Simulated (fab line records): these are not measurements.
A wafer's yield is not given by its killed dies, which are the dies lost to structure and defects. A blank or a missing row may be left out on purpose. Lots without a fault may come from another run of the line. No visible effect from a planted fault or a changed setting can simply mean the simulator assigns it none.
One fault through the eyes of 2 desks / flow gf180mcu / every desk sees just its own numbers, and what lay behind them comes last

== TOOL OWNER'S DESK, cmp-02 ==
The tool's own readings at GF_V2_CMP_26 (polishes, stops on SiO2, t overpolish 15 s, target thk 0 nm): means of the sampled wafers that have a number, for each lot that ran on this tool. Any lot whose mean is over 4 standard deviations away from the usual mean is out of limits and marked OUT; that distance is given in the brackets.
Columns: A = motor_current_A at GF_V2_CMP_26, usual 11.3 A; B = overpolish_run_s at GF_V2_CMP_26, usual 15.000 s; C = time_to_endpoint_s at GF_V2_CMP_26, usual 85 s
lot=L120; first seen here=day 21 00:55; A=10.9; B=15.009; C=81
lot=L122; first seen here=day 21 13:54; A=10.2; B=15.001; C=83
lot=L124; first seen here=day 22 16:29; A=12.1; B=14.995; C=86
lot=L127; first seen here=day 23 06:58; A=11.0; B=14.995; C=75
lot=L136; first seen here=day 26 21:25; A=11.9; B=14.993; C=86
lot=L137; first seen here=day 27 03:04; A=11.6; B=15.002; C=82
This desk found nothing out of limits on any of the 6 lots.

== FROM THE METROLOGY DESK ==
Means of the sampled wafers that have a number, per lot and without regard to the tool the lot ran on: this is what the gauges read. Any lot whose mean is over 4 standard deviations away from the usual mean is out of limits and marked OUT; that distance is given in the brackets.
Columns: A = V5_W_RS at GF_V5_RS_MEAS_24, usual 0.327 ohm/sq; B = TOP_METAL_ALCU_THK at GF_TOP_METAL_THK_MEAS_06, usual 920 nm
lot=L120; first seen here=day 27 20:48; A=0.323; B=922
lot=L121; first seen here=day 28 01:27; A=0.325; B=908
lot=L122; first seen here=day 28 05:50; A=0.327; B=909
lot=L123; first seen here=day 28 12:23; A=0.329; B=914
lot=L124; first seen here=day 29 05:21; A=0.329; B=932
lot=L125; first seen here=day 29 15:01; A=0.334; B=913
lot=L126; first seen here=day 29 15:42; A=0.324; B=931
lot=L127; first seen here=day 29 18:32; A=0.327; B=927
lot=L136; first seen here=day 32 15:46; A=0.328; B=905
lot=L137; first seen here=day 32 17:35; A=0.326; B=932
lot=L138; first seen here=day 32 22:04; A=0.331; B=947
lot=L139; first seen here=day 33 03:03; A=0.330; B=913
This desk found nothing out of limits on any of the 12 lots.

== TAKEN TOGETHER ==
Nothing out of limits was seen by the tool owner's desk.
Nothing out of limits was seen by the metrology desk.

== WHAT THE SIMULATOR HAD INSERTED ==
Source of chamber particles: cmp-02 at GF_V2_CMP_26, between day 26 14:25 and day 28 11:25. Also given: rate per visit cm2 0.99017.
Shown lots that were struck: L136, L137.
